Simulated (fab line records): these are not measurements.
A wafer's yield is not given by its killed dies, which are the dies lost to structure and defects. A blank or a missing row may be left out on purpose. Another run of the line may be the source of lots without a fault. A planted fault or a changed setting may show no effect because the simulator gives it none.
Which of the tools did it? :: flow sky130 :: at 1 step of a route of 708, 6 lots with 18 wafers sampled

WHAT THE GAUGES SHOWED, per wafer
SKY_VIA1_RS_MEAS_22: uses a four-point probe to measure.
lot: L140
measured: day 35 00:37
on: filmMetro-04
VIA1_W_RS (ohm/sq): 0.440 0.436 0.437

lot: L142
measured: day 35 11:36
on: filmMetro-01
VIA1_W_RS (ohm/sq): 0.423 0.430 0.425

lot: L147
measured: day 37 07:41
on: filmMetro-01
VIA1_W_RS (ohm/sq): 0.437 0.430 0.431

lot: L150
measured: day 38 05:40
on: filmMetro-04
VIA1_W_RS (ohm/sq): 0.430 0.431 0.429

lot: L152
measured: day 39 00:01
on: filmMetro-04
VIA1_W_RS (ohm/sq): 0.423 0.428 0.424

lot: L159
measured: day 40 20:59
on: filmMetro-01
VIA1_W_RS (ohm/sq): 0.421 0.418 0.420

TOOL THAT RAN EACH LOT (tool first, then ch and the chambers of the sampled wafers, then the start)
No process step before these readings appears in the record.

THE ANSWER, worked out from the rows above alone
Rule: usual is defined by the lots themselves. The widest of any qualifying gaps counts: lots, ordered by their means at a reading, are off when they make up no more than a third of the lots, leave a main group of 4 or more, and stand apart from it by 3 or more times the standard deviation of that group's means. Not used: any main group whose means are identical at the precision the tables above print for the reading. A lot without any number at a reading at which 4 lots or more have one is off too. All remaining lots with rows at the step are treated as sound.
No lot is off at any reading shown: from this, nothing can be told.

WHAT THE SIMULATOR HAD INSERTED
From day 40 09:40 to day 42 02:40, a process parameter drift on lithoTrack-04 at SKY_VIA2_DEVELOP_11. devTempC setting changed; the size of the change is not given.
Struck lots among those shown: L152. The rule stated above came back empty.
